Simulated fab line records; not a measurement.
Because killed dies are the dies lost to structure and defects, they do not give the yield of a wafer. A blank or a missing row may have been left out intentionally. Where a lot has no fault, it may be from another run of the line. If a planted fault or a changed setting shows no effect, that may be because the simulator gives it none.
fab line records | flow gf180mcu
record: lots: 5 wafers: 15 last-day: 34
route steps=602 shown M5@537 V5@540 TOP_METAL@567
lots with no fault: from the same line, run without faults
start-h: start of the lot's first displayed wafer, in hours after the record's first day | wait-h: hours since the lot's step before | " unchanged from the row above | L1.1+2: a row that stands for several wafers | - no value, or no start given | * or withheld: withheld | < > ~ a bound
route shown NAME@n: NAME is a module with steps in the file, n the number in the route of the first one | usual: mean/standard deviation of fault-free wafers | same: alike in all rows | chamber/n: place in a boat | sites: the reading at each site | _std_site: the values' standard deviation | _edge_site: the outer-site mean with the inner-site mean subtracted | radius-mm: for every site, how far away it sits from the centre of the wafer | mask NAME#n: copy n | behind: the tool/chamber that last shaped the wafer | hold: reason for holding the lot/hours on hold/outcome of the hold | device: transistor that didn't switch, given as n, p or np | end of line: the same wafers' tests at the end of the route | step lacking rows: just its recipe | killed: dies that structure and defects cost at the first sort, which is not the same as the wafer's yield | map: dies across one wafer; x = killed, . = not, _ = none there
set.NAME: the setting the step ran with; set.NAME@STEP: the setting that earlier step ran with | model.NAME: the simulator's own value behind a step, which no gauge read
certain route steps with their lots: each step a table, each wafer a row
services: the hour from which a tool's chamber was out of use, counted from the record's first day as start-h (under 0 if before that day), plus the number of hours and why
== steps ==
step: GF_M5_STRIP_11
recipe: chemistry: O2/N2 power-w: 1400 pressure-mtorr: 1500 platen-temp-c: 250 o2-flow-sccm: 3000 n2-flow-sccm: 300 overash-fraction: 0.5
usual: drypump-motor-current-A: 5.34/0.23 heater-power-w: 336/45 oes-product-au: 0.522/0.0055 strip-time-to-endpoint-s: 7.04/0.066
columns lot.wafer tool chamber start-h wait-h drypump-motor-current-A heater-power-w oes-product-au rf-hours-counter-h strip-time-to-endpoint-s
L075.3 plasma-asher-02 0 609.02 0.1 5.69 390 0.523 - 7.06
L075.5 " 0 " " 5.70 397 0.530 - 7.11
L075.6 " 1 " " 5.24 325 0.519 - 7.02
L084.1 plasma-asher-04 1 699.72 0.1 5.61 385 0.524 25 7.04
L084.3 " 0 " " 5.06 290 0.518 - 7.00
L084.6 " 0 " " 5.08 288 0.519 - 6.99
L091.1 plasma-asher-03 0 729.76 0.1 5.24 341 0.524 97 6.88
L091.2 " 1 " " 5.37 286 0.522 97 7.02
L091.6 " 1 " " 5.38 285 0.508 - 6.90
L094.4 plasma-asher-04 1 745.30 0.1 5.62 391 0.516 - 7.04
L094.5 " 0 " " 5.05 296 0.526 - 7.03
L094.6 " 1 " " 5.60 388 0.532 - 7.07
L095.2 plasma-asher-04 1 753.22 0.1 5.63 380 0.523 31 7.08
L095.4 " 1 " " 5.61 388 0.522 - 7.02
L095.6 " 1 " " 5.63 380 0.522 - 7.09
step: GF_M5_STRIP_12
recipe: chemistry: post-etch-residue-remover time-s: 1200 temp-c: 72.5
columns lot.wafer tool chamber start-h wait-h
L075.3+5+6 wet-bench-03 1 609.08 0.0
L084.1+3+6 wet-bench-03 2 699.82 0.1
L091.1+2+6 wet-bench-03 3 729.86 0.1
L094.4+5+6 wet-bench-04 0 745.36 0.0
L095.2+4+6 wet-bench-04 1 753.32 0.1
step: GF_M5_CLEAN_13
recipe: chemistry: DIW dry: n2-spin
columns lot.wafer tool chamber start-h wait-h
L075.3+5+6 wet-bench-04 3 609.43 0.0
L084.1+3+6 wet-bench-03 3 700.16 0.0
L091.1+2+6 wet-bench-04 2 730.21 0.0
L094.4+5+6 wet-bench-03 2 745.71 0.0
L095.2+4+6 wet-bench-03 2 753.69 0.0
step: GF_V5_CVD_00
recipe: material: SiO2 target-thk-nm: 300 sigma-open-frac: 0.3 temp-c: 400 time-s: 50 sih4-flow-sccm: 60 pressure-mtorr: 6
usual: pressure-mtorr: 6.001/0.013
columns lot.wafer tool chamber start-h wait-h pressure-mtorr
L075.3 hdpcvd-02 1 609.52 0.0 6.006
L075.5 " 0 " " 6.013
L075.6 " 1 " " 6.022
L084.1 hdpcvd-02 0 700.25 0.0 6.004
L084.3 " 1 " " 5.997
L084.6 " 0 " " 5.972
L091.1 hdpcvd-01 0 730.30 0.0 6.000
L091.2 " 2 " " 6.013
L091.6 " 2 " " 6.007
L094.4 hdpcvd-01 0 745.82 0.0 6.007
L094.5 " 1 " " 5.992
L094.6 " 2 " " 5.982
L095.2 hdpcvd-01 0 753.78 0.0 6.008
L095.4 " 0 " " 6.014
L095.6 " 1 " " 5.995
step: GF_V5_THK_MEAS_01
recipe: reads: SiO2_of_V5_CVD_00
usual: V5_CVD_00_THK: 300.4/2.9
columns lot.wafer tool chamber start-h wait-h V5_CVD_00_THK[nm]
L075.3 film-metro-04 - 609.58 0.0 302.5
L075.5 " - " " 296.9
L075.6 " - " " 305.5
L084.1 film-metro-02 - 700.30 0.0 300.7
L084.3 " - " " 301.2
L084.6 " - " " 300.9
L091.1 film-metro-01 - 730.34 0.0 300.1
L091.2 " - " " 300.4
L091.6 " - " " 297.3
L094.4 film-metro-04 - 745.87 0.0 293.3
L094.5 " - " " 302.2
L094.6 " - " " 298.3
L095.2 film-metro-02 - 753.85 0.0 300.2
L095.4 " - " " 299.3
L095.6 " - " " 300.4
step: GF_V5_CVD_02
recipe: material: SiO2 target-thk-nm: 1450 precursor: TEOS temp-c: 400 time-s: 163.28 rf-w: 600
usual: heater-power-w: 671/82
columns lot.wafer tool chamber start-h wait-h heater-power-w
L075.3 pecvd-04 0 609.62 0.0 659
L075.5 " 1 " " 645
L075.6 " 2 " " 825
L084.1 pecvd-01 1 700.36 0.1 659
L084.3 " 1 " " 701
L084.6 " 0 " " 671
L091.1 pecvd-04 2 730.40 0.1 873
L091.2 " 1 " " 653
L091.6 " 1 " " 511
L094.4 pecvd-02 2 745.95 0.1 672
L094.5 " 0 " " 624
L094.6 " 1 " " 796
L095.2 pecvd-01 0 753.90 0.0 729
L095.4 " 1 " " 562
L095.6 " 0 " " 570
step: GF_V5_THK_MEAS_03
recipe: reads: SiO2_of_V5_CVD_02
usual: V5_CVD_02_THK: 1456/25
columns lot.wafer tool chamber start-h wait-h V5_CVD_02_THK[nm]
L075.3 film-metro-01 - 609.75 0.1 1435
L075.5 " - " " 1444
L075.6 " - " " 1453
L084.1 film-metro-02 - 700.52 0.1 1464
L084.3 " - " " 1495
L084.6 " - " " 1477
L091.1 film-metro-02 - 730.51 0.1 1407
L091.2 " - " " 1412
L091.6 " - " " 1446
L094.4 film-metro-01 - 746.04 0.0 1479
L094.5 " - " " 1485
L094.6 " - " " 1455
L095.2 film-metro-04 - 754.01 0.1 1426
L095.4 " - " " 1498
L095.6 " - " " 1449
step: GF_V5_CMP_04
recipe: material: SiO2 down-force-psi: 4 platen-rpm: 60 pad-velocity-m-s: 0.94248
usual: motor-current-A: 13.2/1.1
columns lot.wafer tool chamber start-h wait-h motor-current-A
L075.3 cmp-01 3 609.89 0.1 11.8
L075.5 " 1 " " 13.7
L075.6 " 2 " " 13.1
L084.3 cmp-02 3 700.58 0.0 14.4
L084.1 " 2 " " 12.3
L084.6 " 0 " " 14.7
L091.2 cmp-02 1 730.57 0.0 12.8
L091.1 " 0 " " 14.5
L091.6 " 1 " " 12.6
L094.4 cmp-01 2 746.45 0.4 13.4
L094.6 " 3 " " 11.8
L094.5 " 0 " " 11.8
L095.2 cmp-01 2 754.11 0.1 13.7
L095.4 " 3 " " 12.3
L095.6 " 2 " " 12.7
step: GF_V5_BOW_MEAS_05
recipe: mode: bow
usual: V5_BOW: 132/12
columns lot.wafer tool chamber start-h wait-h V5_BOW[um]
L075.3 film-metro-02 - 610.13 0.2 137
L075.5 " - " " 128
L075.6 " - " " 126
L084.1 film-metro-04 - 700.88 0.1 137
L084.3 " - " " 132
L084.6 " - " " 131
L091.1 film-metro-04 - 730.87 0.1 112
L091.2 " - " " 118
L091.6 " - " " 112
L094.4 film-metro-01 - 746.66 0.2 130
L094.5 " - " " 115
L094.6 " - " " 120
L095.2 film-metro-04 - 754.38 0.2 124
L095.4 " - " " 135
L095.6 " - " " 145
step: GF_V5_DEHYDRATE_06
recipe: temp-c: 200 time-s: 60
columns lot.wafer tool chamber start-h wait-h
L075.3+5+6 litho-track-04 0 619.87 9.7
L084.1+3+6 litho-track-01 0 709.11 8.2
L091.1+2+6 litho-track-02 0 739.16 8.3
L094.4+5+6 litho-track-01 0 755.43 8.7
L095.2+4+6 litho-track-04 0 761.65 7.2
step: GF_V5_HMDS_07
recipe: prime-time-s: 60 prime-temp-c: 120
usual: prime-temp-c: 119.97/0.13
columns lot.wafer tool chamber start-h wait-h prime-temp-c
L075.3 litho-track-04 0 620.02 0.1 120.08
L075.5 " 0 " " 119.77
L075.6 " 0 " " 119.93
L084.1 litho-track-01 0 709.26 0.1 120.05
L084.3 " 0 " " 119.90
L084.6 " 0 " " 119.89
L091.1 litho-track-02 0 739.31 0.1 119.98
L091.2 " 0 " " 119.97
L091.6 " 0 " " 120.07
L094.4 litho-track-01 0 755.58 0.1 119.89
L094.5 " 0 " " 119.71
L094.6 " 0 " " 119.66
L095.2 litho-track-04 0 761.80 0.1 119.87
L095.4 " 0 " " 119.98
L095.6 " 0 " " 120.17
step: GF_V5_COAT_08
recipe: resist: BARC temp-c: withheld time-s: withheld spin-rpm: withheld resist-thk-nm: withheld
columns lot.wafer tool chamber start-h wait-h
L075.3+5+6 litho-track-04 0 620.17 0.1
L084.1+3+6 litho-track-01 0 709.41 0.1
L091.1+2+6 litho-track-02 0 739.46 0.1
L094.4+5+6 litho-track-01 0 755.73 0.1
L095.2+4+6 litho-track-04 0 761.95 0.1
step: GF_V5_COAT_09
recipe: resist: KrF spin-rpm: withheld resist-thk-nm: 1000
columns lot.wafer tool chamber start-h wait-h
L075.3+5+6 litho-track-04 0 - -
L084.1+3+6 litho-track-01 0 - -
L091.1+2+6 litho-track-02 0 - -
L094.4+5+6 litho-track-01 0 - -
L095.2+4+6 litho-track-04 0 - -
step: GF_V5_SOFTBAKE_10
recipe: temp-c: 130 time-s: 60 resist: KrF
columns lot.wafer tool chamber start-h wait-h
L075.3+5+6 litho-track-04 0 - -
L084.1+3+6 litho-track-01 0 - -
L091.1+2+6 litho-track-02 0 - -
L094.4+5+6 litho-track-01 0 - -
L095.2+4+6 litho-track-04 0 - -
step: GF_V5_EXPOSE_11
recipe: mask-id: Via5 target-cd-nm: 260 na: 0.68 source-shape: conventional sigma-outer: 0.6 dose-mj: 38
usual: focus-offset-nm: 0.0/0.53
columns lot.wafer tool chamber start-h wait-h mask focus-offset-nm
L075.3 krf-scanner-02 0 - - Via5#0 0.7
L075.5 " 0 " " Via5#0 -0.1
L075.6 " 0 " " Via5#0 0.2
L084.1 krf-scanner-01 0 - - Via5#0 0.2
L084.3 " 0 " " Via5#0 0.1
L084.6 " 0 " " Via5#0 1.2
L091.1 krf-scanner-01 0 - - Via5#0 0.1
L091.2 " 0 " " Via5#0 -0.3
L091.6 " 0 " " Via5#0 -1.1
L094.4 krf-scanner-01 0 - - Via5#0 0.2
L094.5 " 0 " " Via5#0 0.0
L094.6 " 0 " " Via5#0 0.6
L095.2 krf-scanner-01 0 - - Via5#0 0.2
L095.4 " 0 " " Via5#0 0.4
L095.6 " 0 " " Via5#0 0.2
step: GF_V5_PEB_12
recipe: peb-temp-c: 135 peb-time-s: 90 resist: KrF
columns lot.wafer tool chamber start-h wait-h
L075.3+5+6 litho-track-04 0 - -
L084.1+3+6 litho-track-04 0 - -
L091.1+2+6 litho-track-02 0 - -
L094.4+5+6 litho-track-02 0 - -
L095.2+4+6 litho-track-01 0 - -
step: GF_V5_DEVELOP_13
recipe: develop-time-s: 60 resist: KrF dev-temp-c: 21
columns lot.wafer tool chamber start-h wait-h
L075.3+5+6 litho-track-04 0 631.12 0.1
L084.1+3+6 litho-track-04 0 718.82 0.2
L091.1+2+6 litho-track-02 0 747.81 0.2
L094.4+5+6 litho-track-02 0 764.08 0.1
L095.2+4+6 litho-track-01 0 771.08 0.2
step: GF_V5_CD_MEAS_14
recipe: target-cd-nm: 260
usual: cd-nm: 260.0/1
columns lot.wafer tool chamber start-h wait-h cd-nm
L075.3 cd-sem-02 - 631.26 0.1 259.7
L075.5 " - " " 259.3
L075.6 " - " " 259.7
L084.1 cd-sem-02 - 718.97 0.1 259.6
L084.3 " - " " 259.8
L084.6 " - " " 260.4
L091.1 cd-sem-02 - 747.96 0.1 260.9
L091.2 " - " " 260.6
L091.6 " - " " 259.1
L094.4 cd-sem-01 - 764.22 0.1 259.8
L094.5 " - " " 260.0
L094.6 " - " " 260.4
L095.2 cd-sem-02 - 771.22 0.1 261.9
L095.4 " - " " 261.7
L095.6 " - " " 262.7
step: GF_V5_OVL_MEAS_15
usual: V5_OVL: 4/5.4
columns lot.wafer tool chamber start-h wait-h V5_OVL[nm]
L075.3 overlay-01 - 631.35 0.1 5
L075.5 " - " " 6
L075.6 " - " " -1
L084.1 overlay-02 - 719.09 0.1 6
L084.3 " - " " 3
L084.6 " - " " 5
L091.1 overlay-01 - 748.08 0.1 4
L091.2 " - " " 13
L091.6 " - " " 9
L094.4 overlay-02 - 764.30 0.1 9
L094.5 " - " " 11
L094.6 " - " " 5
L095.2 overlay-01 - 771.33 0.1 5
L095.4 " - " " 2
L095.6 " - " " 3
step: GF_V5_ETCH_16
recipe: chemistry: N2/H2 target-depth-a: withheld overetch-a: withheld time-s: withheld target: BARC ion-energy-ev: 200 source-w: 500 bias-w: 100 pressure-mtorr: 30 n2-flow-sccm: 100 h2-flow-sccm: 200
usual: drypump-motor-current-A: 5.7/0.48 oes-product-au: 0.854/0.005 throttle-valve-pct: 13.225/0.0098
columns lot.wafer tool chamber start-h wait-h drypump-motor-current-A oes-product-au throttle-valve-pct
L075.3 rie-diel-02 2 631.38 0.0 5.8 0.862 13.238
L075.5 " 2 " " 5.8 0.847 13.204
L075.6 " 3 " " 4.8 0.853 13.240
L084.1 rie-diel-01 1 719.13 0.0 5.2 0.848 13.220
L084.3 " 3 " " 6.1 0.859 13.228
L084.6 " 2 " " 6.5 0.854 13.243
L091.1 rie-diel-04 2 748.12 0.0 6.3 0.846 13.224
L091.2 " 1 " " 5.7 0.852 13.243
L091.6 " 3 " " 5.7 0.851 13.212
L094.4 rie-diel-02 2 764.31 0.0 5.8 0.843 13.235
L094.5 " 3 " " 4.8 0.866 13.220
L094.6 " 2 " " 5.8 0.848 13.228
L095.2 rie-diel-04 3 771.36 0.0 5.8 0.855 13.216
L095.4 " 1 " " 5.7 0.857 13.226
L095.6 " 2 " " 6.3 0.855 13.229
step: GF_V5_ETCH_17
recipe: chemistry: C4F8/O2/Ar mask-material: KrF target: SiO2 stop-on: TiN source-w: 1500 bias-w: 1200 pressure-mtorr: 40 c4f8-flow-sccm: withheld O2_flow_sccm: 6 Ar_flow_sccm: 300 time-s: withheld target-depth-a: 8550
usual: oes-product-au: 0.859/0.0053
columns lot.wafer tool chamber start-h wait-h oes-product-au
L075.3 rie-diel-02 2 - - 0.856
L075.5 " 2 " " 0.867
L075.6 " 3 " " 0.861
L084.1 rie-diel-01 1 - - 0.862
L084.3 " 3 " " 0.857
L084.6 " 2 " " 0.858
L091.1 rie-diel-04 2 - - 0.868
L091.2 " 1 " " 0.860
L091.6 " 3 " " 0.856
L094.4 rie-diel-02 2 - - 0.860
L094.5 " 3 " " 0.856
L094.6 " 2 " " 0.864
L095.2 rie-diel-04 3 - - 0.856
L095.4 " 1 " " 0.854
L095.6 " 2 " " 0.860
step: GF_V5_STRIP_18
recipe: chemistry: O2/N2 power-w: 1400 pressure-mtorr: 1500 platen-temp-c: 250 o2-flow-sccm: 3000 n2-flow-sccm: 300 overash-fraction: 0.5
usual: drypump-motor-current-A: 5.44/0.25 heater-power-w: 347/48 oes-product-au: 0.567/0.0052
columns lot.wafer tool chamber start-h wait-h drypump-motor-current-A heater-power-w oes-product-au rf-hours-counter-h
L075.3 plasma-asher-04 0 631.56 - 5.05 292 0.558 -
L075.5 " 1 " " 5.61 390 0.557 -
L075.6 " 0 " " 5.07 289 0.570 -
L084.1 plasma-asher-02 1 719.28 - 5.21 331 0.570 111
L084.3 " 0 " " 5.70 399 0.572 -
L084.6 " 0 " " 5.67 405 0.566 -
L091.1 plasma-asher-04 0 748.27 - 5.05 292 0.563 31
L091.2 " 1 " " 5.60 393 0.566 31
L091.6 " 1 " " 5.59 385 0.581 -
L094.4 plasma-asher-04 1 764.50 - 5.60 380 0.574 -
L094.5 " 1 " " 5.61 383 0.562 -
L094.6 " 0 " " 5.07 284 0.570 -
L095.2 plasma-asher-02 0 771.51 - 5.70 375 0.564 3
L095.4 " 0 " " 5.68 375 0.569 -
L095.6 " 1 " " 5.15 326 0.566 -
step: GF_V5_STRIP_19
recipe: chemistry: post-etch-residue-remover time-s: 1200 temp-c: 72.5
columns lot.wafer tool chamber start-h wait-h
L075.3+5+6 wet-bench-01 3 631.63 0.0
L084.1+3+6 wet-bench-02 0 719.38 0.1
L091.1+2+6 wet-bench-01 1 748.37 0.1
L094.4+5+6 wet-bench-03 1 764.57 0.0
L095.2+4+6 wet-bench-01 2 771.61 0.1
step: GF_V5_CLEAN_20
recipe: chemistry: DIW dry: n2-spin
columns lot.wafer tool chamber start-h wait-h
L075.3+5+6 wet-bench-03 1 632.00 0.0
L084.1+3+6 wet-bench-03 2 719.72 0.0
L091.1+2+6 wet-bench-03 1 748.71 0.0
L094.4+5+6 wet-bench-01 1 764.91 0.0
L095.2+4+6 wet-bench-03 0 771.99 0.0
step: GF_V5_SPUTTER_21
recipe: material: Ti target-thk-nm: 15 chamber-pressure-pa: 5 power-w: 2500 substrate-temp-c: 200 time-s: 80.02
usual: throttle-valve-pct: 29.9/0.95
columns lot.wafer tool chamber start-h wait-h throttle-valve-pct
L075.3 pvd-sputter-02 - 632.10 0.0 30.2
L075.5 " - " " 31.0
L075.6 " - " " 30.4
L084.1 pvd-sputter-04 - 719.81 0.0 29.5
L084.3 " - " " 29.6
L084.6 " - " " 29.7
L091.1 pvd-sputter-03 - 748.80 0.0 31.9
L091.2 " - " " 28.3
L091.6 " - " " 29.7
L094.4 pvd-sputter-04 - 765.00 0.0 29.8
L094.5 " - " " 29.9
L094.6 " - " " 29.7
L095.2 pvd-sputter-02 - 772.08 0.0 30.1
L095.4 " - " " 31.3
L095.6 " - " " 30.2
step: GF_V5_SPUTTER_22
recipe: material: TiN target-thk-nm: 10 chamber-pressure-pa: 5 power-w: 4000 time-s: 40
usual: throttle-valve-pct: 29.9/0.96
columns lot.wafer tool chamber start-h wait-h throttle-valve-pct
L075.3 pvd-sputter-02 - 632.16 0.0 30.2
L075.5 " - " " 31.2
L075.6 " - " " 30.1
L084.1 pvd-sputter-04 - 719.88 0.0 29.7
L084.3 " - " " 29.6
L084.6 " - " " 29.5
L091.1 pvd-sputter-03 - 748.86 0.0 32.4
L091.2 " - " " 28.3
L091.6 " - " " 29.6
L094.4 pvd-sputter-04 - 765.06 0.0 30.3
L094.5 " - " " 30.0
L094.6 " - " " 29.7
L095.2 pvd-sputter-02 - 772.14 0.0 30.2
L095.4 " - " " 31.2
L095.6 " - " " 30.2
step: GF_V5_CVD_23
recipe: material: W target-thk-nm: 350 time-s: 104.9 temp-c: 400 pressure-torr: 40
usual: chamber-pressure-Torr: 40.00/0.092 heater-power-w: 951/31
columns lot.wafer tool chamber start-h wait-h chamber-pressure-Torr heater-power-w
L075.3 cvd-w-02 0 632.23 0.1 39.99 944
L075.5 " 1 " " 39.97 994
L075.6 " 0 " " 40.14 991
L084.1 cvd-w-02 0 719.91 0.0 39.96 976
L084.3 " 1 " " 40.02 983
L084.6 " 1 " " 39.92 974
L091.1 cvd-w-02 0 748.90 0.0 39.94 960
L091.2 " 0 " " 40.06 968
L091.6 " 0 " " 40.05 949
L094.4 cvd-w-02 1 765.14 0.1 39.96 967
L094.5 " 0 " " 40.11 954
L094.6 " 1 " " 40.16 952
L095.2 cvd-w-02 1 772.18 0.0 40.04 993
L095.4 " 1 " " 40.15 969
L095.6 " 1 " " 39.94 949
step: GF_V5_RS_MEAS_24
recipe: thk-meas-gauge: four-point-probe reads: W_of_V5_CVD_23+TiN_of_V5_SPUTTER_22+Ti_of_V5_SPUTTER_21
usual: V5_W_RS: 0.326/0.0037
columns lot.wafer tool chamber start-h wait-h V5_W_RS[ohm/sq]
L075.3 film-metro-02 - 632.35 0.1 0.321
L075.5 " - " " 0.327
L075.6 " - " " 0.327
L084.1 film-metro-02 - 720.03 0.1 0.326
L084.3 " - " " 0.324
L084.6 " - " " 0.325
L091.1 film-metro-01 - 749.13 0.2 0.324
L091.2 " - " " 0.325
L091.6 " - " " 0.325
L094.4 film-metro-01 - 765.27 0.1 0.333
L094.5 " - " " 0.320
L094.6 " - " " 0.329
L095.2 film-metro-02 - 772.31 0.1 0.336
L095.4 " - " " 0.329
L095.6 " - " " 0.332
step: GF_V5_THK_MEAS_25
recipe: thk-meas-gauge: xrf reads: W_of_V5_CVD_23
usual: V5_W_THK: 349/5.6
columns lot.wafer tool chamber start-h wait-h V5_W_THK[nm]
L075.3 film-metro-02 - 632.45 0.1 354
L075.5 " - " " 349
L075.6 " - " " 347
L084.1 film-metro-02 - 720.15 0.1 348
L084.3 " - " " 348
L084.6 " - " " 347
L091.1 film-metro-01 - 749.25 0.1 354
L091.2 " - " " 354
L091.6 " - " " 354
L094.4 film-metro-01 - 765.36 0.1 348
L094.5 " - " " 361
L094.6 " - " " 350
L095.2 film-metro-02 - 772.42 0.1 338
L095.4 " - " " 343
L095.6 " - " " 339
step: GF_V5_CMP_26
recipe: stop-on: SiO2 down-force-psi: 3.5 platen-rpm: 60 t-overpolish-s: 15 target-thk-nm: 0 pad-velocity-m-s: 0.94248
usual: motor-current-A: 11.9/1.1 overpolish-run-s: 14.999/0.0084 time-to-endpoint-s: 85/5.2
columns lot.wafer tool chamber start-h wait-h motor-current-A overpolish-run-s time-to-endpoint-s
L075.3 cmp-01 2 632.54 0.1 11.6 14.998 89
L075.5 " 1 " " 12.3 14.987 85
L075.6 " 2 " " 11.5 15.005 90
L084.1 cmp-01 1 720.31 0.1 12.9 15.008 83
L084.3 " 2 " " 12.7 14.993 84
L084.6 " 0 " " 11.0 14.996 84
L091.1 cmp-01 0 749.41 0.1 10.9 15.011 90
L091.2 " 1 " " 12.3 14.988 90
L091.6 " 2 " " 12.4 15.008 90
L094.4 cmp-02 2 765.49 0.1 10.9 14.992 83
L094.6 " 0 " " 13.0 14.999 92
L094.5 " 1 " " 11.8 15.006 85
L095.2 cmp-01 2 772.47 0.0 11.9 15.002 88
L095.4 " 0 " " 10.4 14.996 90
L095.6 " 3 " " 10.7 14.990 92
step: GF_TOP_METAL_SPUTTER_00
recipe: material: Ti target-thk-nm: 37.5 arriving-ion-energy-ev: 80 substrate-temp-c: 200 chamber-pressure-pa: 2 power-w: 4000 time-s: 150
usual: throttle-valve-pct: 29.6/1.3
columns lot.wafer tool chamber start-h wait-h throttle-valve-pct
L075.3 pvd-sputter-03 - 632.79 0.2 29.6
L075.5 " - " " 32.3
L075.6 " - " " 29.8
L084.1 pvd-sputter-02 - 720.51 0.1 28.2
L084.3 " - " " 31.0
L084.6 " - " " 31.0
L091.1 pvd-sputter-01 - 749.61 0.1 29.9
L091.2 " - " " 29.2
L091.6 " - " " 29.4
L094.4 pvd-sputter-03 - 765.69 0.1 29.9
L094.5 " - " " 29.9
L094.6 " - " " 28.2
L095.2 pvd-sputter-02 - 772.77 0.2 27.9
L095.4 " - " " 30.3
L095.6 " - " " 30.3
step: GF_TOP_METAL_SPUTTER_01
recipe: material: TiN target-thk-nm: 30 power-w: 6500 time-s: 25 chamber-pressure-pa: 0.4
usual: throttle-valve-pct: 29.6/1.3
columns lot.wafer tool chamber start-h wait-h throttle-valve-pct
L075.3 pvd-sputter-03 - 632.89 0.1 29.6
L075.5 " - " " 32.5
L075.6 " - " " 29.6
L084.1 pvd-sputter-02 - 720.61 0.1 28.4
L084.3 " - " " 31.1
L084.6 " - " " 31.3
L091.1 pvd-sputter-01 - 749.71 0.1 30.2
L091.2 " - " " 29.2
L091.6 " - " " 29.3
L094.4 pvd-sputter-03 - 765.79 0.1 29.9
L094.5 " - " " 29.8
L094.6 " - " " 28.2
L095.2 pvd-sputter-02 - 772.87 0.1 28.2
L095.4 " - " " 30.4
L095.6 " - " " 30.2
step: GF_TOP_METAL_SPUTTER_02
recipe: material: AlCu target-thk-nm: 900 power-w: 10600 chamber-pressure-pa: 0.3 substrate-temp-c: 250 gas: Ar time-s: 47.82
usual: throttle-valve-pct: 29.6/1.3
columns lot.wafer tool chamber start-h wait-h throttle-valve-pct
L075.3 pvd-sputter-03 - 632.92 0.0 29.8
L075.5 " - " " 32.2
L075.6 " - " " 30.2
L084.1 pvd-sputter-02 - 720.64 0.0 28.5
L084.3 " - " " 31.3
L084.6 " - " " 31.1
L091.1 pvd-sputter-01 - 749.74 0.0 30.1
L091.2 " - " " 29.5
L091.6 " - " " 29.1
L094.4 pvd-sputter-03 - 765.82 0.0 29.7
L094.5 " - " " 29.8
L094.6 " - " " 28.0
L095.2 pvd-sputter-02 - 772.90 0.0 28.1
L095.4 " - " " 30.1
L095.6 " - " " 29.9
step: GF_TOP_METAL_SPUTTER_03
recipe: material: Ti target-thk-nm: 5 substrate-temp-c: 300 chamber-pressure-pa: 0.3 power-w: 3000 time-s: 3.3
usual: throttle-valve-pct: 29.6/1.3
columns lot.wafer tool chamber start-h wait-h throttle-valve-pct
L075.3 pvd-sputter-03 - 632.96 0.0 29.7
L075.5 " - " " 32.3
L075.6 " - " " 30.0
L084.1 pvd-sputter-02 - 720.68 0.0 28.1
L084.3 " - " " 31.4
L084.6 " - " " 31.2
L091.1 pvd-sputter-01 - 749.78 0.0 30.1
L091.2 " - " " 29.3
L091.6 " - " " 29.3
L094.4 pvd-sputter-03 - 765.87 0.0 29.9
L094.5 " - " " 29.8
L094.6 " - " " 28.4
L095.2 pvd-sputter-02 - 772.94 0.0 28.2
L095.4 " - " " 30.2
L095.6 " - " " 30.2
step: GF_TOP_METAL_SPUTTER_04
recipe: material: TiN target-thk-nm: 25 power-w: 6500 time-s: 20.8 chamber-pressure-pa: 0.4
usual: throttle-valve-pct: 29.6/1.3
columns lot.wafer tool chamber start-h wait-h throttle-valve-pct
L075.3 pvd-sputter-03 - 632.98 0.0 29.8
L075.5 " - " " 32.3
L075.6 " - " " 30.0
L084.1 pvd-sputter-02 - 720.70 0.0 28.1
L084.3 " - " " 31.1
L084.6 " - " " 31.1
L091.1 pvd-sputter-01 - 749.80 0.0 30.3
L091.2 " - " " 29.3
L091.6 " - " " 29.2
L094.4 pvd-sputter-03 - 765.89 0.0 29.9
L094.5 " - " " 29.8
L094.6 " - " " 28.1
L095.2 pvd-sputter-02 - 772.96 0.0 28.4
L095.4 " - " " 30.4
L095.6 " - " " 30.4
step: GF_TOP_METAL_RS_MEAS_05
recipe: thk-meas-gauge: four-point-probe reads: TiN_of_TOP_METAL_SPUTTER_04+Ti_of_TOP_METAL_SPUTTER_03+AlCu_of_TOP_METAL_SPUTTER_02+TiN_of_TOP_METAL_SPUTTER_01+Ti_of_TOP_METAL_SPUTTER_00
usual: TOP_METAL_ALCU_RS: 0.0327/0.00042
columns lot.wafer tool chamber start-h wait-h TOP_METAL_ALCU_RS[ohm/sq]
L075.3 film-metro-02 - 633.05 0.1 0.0331
L075.5 " - " " 0.0327
L075.6 " - " " 0.0331
L084.1 film-metro-03 - 720.73 0.0 0.0325
L084.3 " - " " 0.0325
L084.6 " - " " 0.0325
L091.1 film-metro-03 - 749.83 0.0 0.0328
L091.2 " - " " 0.0333
L091.6 " - " " 0.0332
L094.4 film-metro-01 - 765.97 0.1 0.0335
L094.5 " - " " 0.0330
L094.6 " - " " 0.0330
L095.2 film-metro-01 - 773.01 0.0 0.0330
L095.4 " - " " 0.0329
L095.6 " - " " 0.0330
== services ==
columns tool chamber start-h hours kind
wet-bench-04 - 587.92 1.5 repair
cmp-02 - 591.20 4.0 pm
rie-diel-04 2 593.44 11.4 repair
pvd-sputter-03 - 603.77 6.6 repair
hdpcvd-01 - 610.39 0.5 repair
krf-scanner-01 - 620.52 0.8 pm
plasma-asher-02 - 632.18 4.3 repair
krf-scanner-01 - 632.35 7.2 pm
pvd-sputter-01 - 663.93 5.5 repair
pvd-sputter-01 - 665.68 7.3 repair
hdpcvd-01 0 672.10 3.2 repair
cmp-01 - 678.18 0.7 repair
cvd-w-02 - 683.23 0.5 repair
cmp-01 - 692.00 1.5 repair
pvd-sputter-03 - 702.86 1.3 repair
rie-diel-04 2 707.97 4.6 repair
krf-scanner-01 - 720.79 1.0 pm
krf-scanner-01 - 727.92 0.1 repair
plasma-asher-02 - 733.75 9.0 pm
pvd-sputter-03 - 738.22 5.3 repair
cvd-w-02 1 745.64 4.6 repair
krf-scanner-01 - 750.04 1.3 pm
pvd-sputter-03 - 758.55 3.2 repair
rie-diel-02 - 761.99 1.4 repair
== key ==
fault none
